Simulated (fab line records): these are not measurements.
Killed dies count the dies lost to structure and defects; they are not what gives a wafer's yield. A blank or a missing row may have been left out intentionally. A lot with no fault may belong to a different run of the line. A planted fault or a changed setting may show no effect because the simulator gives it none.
Which of the tools did it? | flow sky130 | 41 wafers from 14 lots sampled at 4 of the route's 708 steps

## WHAT THE GAUGES READ, wafer by wafer
SKY_METAL1_RS_MEAS_05: measurement is done with a four-point probe.
lot  | measured     | on            | METAL1_ALCU_RS (ohm/sq)
L524 | day 31 15:29 | film metro-04 | 0.1258 0.1255 0.1247
L525 | day 32 01:58 | film metro-02 | 0.1264 0.1284 0.1268
L527 | day 32 21:46 | film metro-04 | 0.1282 0.1285 0.1275
L528 | day 33 04:11 | film metro-01 | 0.1262 0.1261 0.1265
L529 | day 34 00:28 | film metro-01 | 0.1277 0.1275 0.1282
L533 | day 35 20:45 | film metro-04 | 0.1238 0.1269 0.1268
L534 | day 35 22:30 | film metro-02 | 0.1277 0.1290 0.1283
L535 | day 36 01:20 | film metro-04 | 0.1314 0.1265
L537 | day 36 09:04 | film metro-04 | 0.1273 0.1258 0.1286
L538 | day 36 13:15 | film metro-01 | 0.1281 0.1271 0.1276
L541 | day 37 08:22 | film metro-01 | 0.1245 0.1245 0.1251
L544 | day 38 02:24 | film metro-01 | 0.1259 0.1255 0.1250
L545 | day 38 05:03 | film metro-02 | 0.1262 0.1267 0.1269
L546 | day 38 17:40 | film metro-04 | 0.1265 0.1270 0.1269

SKY_METAL1_OVL_MEAS_16.
lot  | measured     | on         | METAL1_OVL (nm)
L524 | day 32 18:43 | overlay-02 | -1 1 4
L525 | day 33 04:30 | overlay-02 | 5 -6 2
L527 | day 34 01:05 | overlay-01 | 3 6 1
L528 | day 34 07:00 | overlay-01 | 9 9 13
L529 | day 35 02:44 | overlay-02 | 1 1 1
L533 | day 36 23:06 | overlay-02 | 5 2 10
L534 | day 37 00:16 | overlay-01 | -4 4 -6
L535 | day 37 03:57 | overlay-01 | 3 3
L537 | day 37 11:09 | overlay-01 | 7 4 1
L538 | day 37 15:29 | overlay-02 | -3 5 3
L541 | day 38 10:20 | overlay-01 | 6 12 8
L544 | day 39 03:36 | overlay-02 | 11 7 8
L545 | day 39 06:40 | overlay-01 | 0 -1 -6
L546 | day 39 19:15 | overlay-01 | 4 1 9

## EACH LOT AND THE TOOL THAT RAN IT (in order: tool; ch and the chambers of the sampled wafers; start)
lot  | SKY_CONTACT_CMP_27            | SKY_METAL1_COAT_09
L524 | cmp-01 ch 1,2, day 31 15:01   | litho track-03 ch 0, day 32 05:07
L525 | cmp-01 ch 1,2, day 32 01:29   | litho track-04 ch 0, day 32 15:10
L527 | cmp-02 ch 0,1,2, day 32 21:22 | litho track-04 ch 0, day 33 11:14
L528 | cmp-02 ch 0,3, day 33 03:43   | litho track-04 ch 0, day 33 17:34
L529 | cmp-01 ch 0,2,3, day 34 00:01 | litho track-04 ch 0, day 34 12:58
L533 | cmp-02 ch 1,2,3, day 35 20:22 | litho track-04 ch 0, day 36 08:49
L534 | cmp-01 ch 0,1,3, day 35 22:04 | litho track-03 ch 0, day 36 10:08
L535 | cmp-02 ch 2,3, day 36 00:50   | litho track-04 ch 0, day 36 14:11
L537 | cmp-01 ch 0,1,2, day 36 08:37 | litho track-02 ch 0, day 36 22:08
L538 | cmp-02 ch 0,1, day 36 12:49   | litho track-04 ch 0, day 37 02:37
L541 | cmp-01 ch 1,2,3, day 37 07:59 | litho track-04 ch 0, day 37 20:49
L544 | cmp-02 ch 1,2,3, day 38 01:58 | litho track-02 ch 0, day 38 14:32
L545 | cmp-01 ch 2,3, day 38 04:35   | litho track-02 ch 0, day 38 17:13
L546 | cmp-02 ch 0,1,2, day 38 17:17 | litho track-02 ch 0, day 39 06:47
- SKY_CONTACT_CMP_27: polishes, stops on SiO2, t overpolish 15 s, target thk 0 nm.
- SKY_METAL1_COAT_09: resist thk 60 nm.

## AS READ BY THE TOOLS THEMSELVES (means over the sampled wafers that have a number; for cases with no such wafer, the mark the record gives instead)
SKY_CONTACT_CMP_27.
lot  | tool   | motor current A (A) | overpolish run s (s) | time to endpoint s (s)
L524 | cmp-01 | 11.4                | 15.005               | 82
L525 | cmp-01 | 11.3                | 14.996               | 82
L527 | cmp-02 | 10.5                | 15.002               | 76
L528 | cmp-02 | 12.2                | 15.000               | 85
L529 | cmp-01 | 11.3                | 14.999               | 83
L533 | cmp-02 | 11.2                | 15.001               | 82
L534 | cmp-01 | 10.9                | 14.993               | 77
L535 | cmp-02 | 11.2                | 14.992               | 82
L537 | cmp-01 | 11.1                | 15.009               | 78
L538 | cmp-02 | 10.9                | 14.998               | 78
L541 | cmp-01 | 10.7                | 15.010               | 83
L544 | cmp-02 | 11.4                | 15.008               | 78
L545 | cmp-01 | 10.7                | 15.008               | 88
L546 | cmp-02 | 10.4                | 14.995               | 78

SKY_METAL1_COAT_09.
lot  | tool           | spin speed rpm (rpm)
L524 | litho track-03 | 2998.8
L525 | litho track-04 | 3001.1
L527 | litho track-04 | 3001.1
L528 | litho track-04 | 2997.3
L529 | litho track-04 | 2999.9
L533 | litho track-04 | 3000.4
L534 | litho track-03 | 2998.5
L535 | litho track-04 | 2999.4
L537 | litho track-02 | 2999.9
L538 | litho track-04 | 2948.8
L541 | litho track-04 | 2948.8
L544 | litho track-02 | 2999.5
L545 | litho track-02 | 2998.1
L546 | litho track-02 | 2998.5

## THE ANSWER, worked out from the rows above alone
Rule: usual is defined by the lots themselves. Put in order of their means at a reading, lots are off if they are a third of the lots or fewer, leave a main group of 4 or more, and stand apart from it by a gap of 3 or more times the standard deviation of the main group's means; of several such gaps the widest counts. A main group whose means are all the same, to the digits that the tables above print for the reading, isn't used. A lot without any number at a reading at which 4 lots or more have one is off too. Any other lot the step has rows for is counted as sound. Order of review: gauges by route order, followed by the tools' own readings, for which a lot's mean as printed above is used. At the first step where some lot is off, the reading lying furthest off is the one used; lots without a number count as furthest.
Off: L538, L541, at SKY_METAL1_COAT_09 (spin speed rpm). For the main group the mean is 2999.4 rpm and the standard deviation 1.1.
If a tool, at that step or one of the process steps before it, ran each lot that is off and ran no sound lot following the first of them, it fits. One candidate fits, namely litho track-04 at SKY_METAL1_COAT_09. Its last sound lot is L535 (day 36 14:11), its first lot that is off L538 (day 37 02:37): a fault that began between those two fits.
On the lots that are off, the tool's own readings at SKY_METAL1_COAT_09 differ by more than 5 times the standard deviation of the sound lots' means, which bears it out; spin speed rpm reads 2948.8 rpm there versus 2999.4 rpm on the sound lots.

## WHAT HAD BEEN PUT IN BY THE SIMULATOR
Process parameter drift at SKY_METAL1_COAT_09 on litho track-04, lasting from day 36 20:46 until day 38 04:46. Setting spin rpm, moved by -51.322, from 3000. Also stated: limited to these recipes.
Lots struck among those shown: L538, L541. Same finding as the rule above.
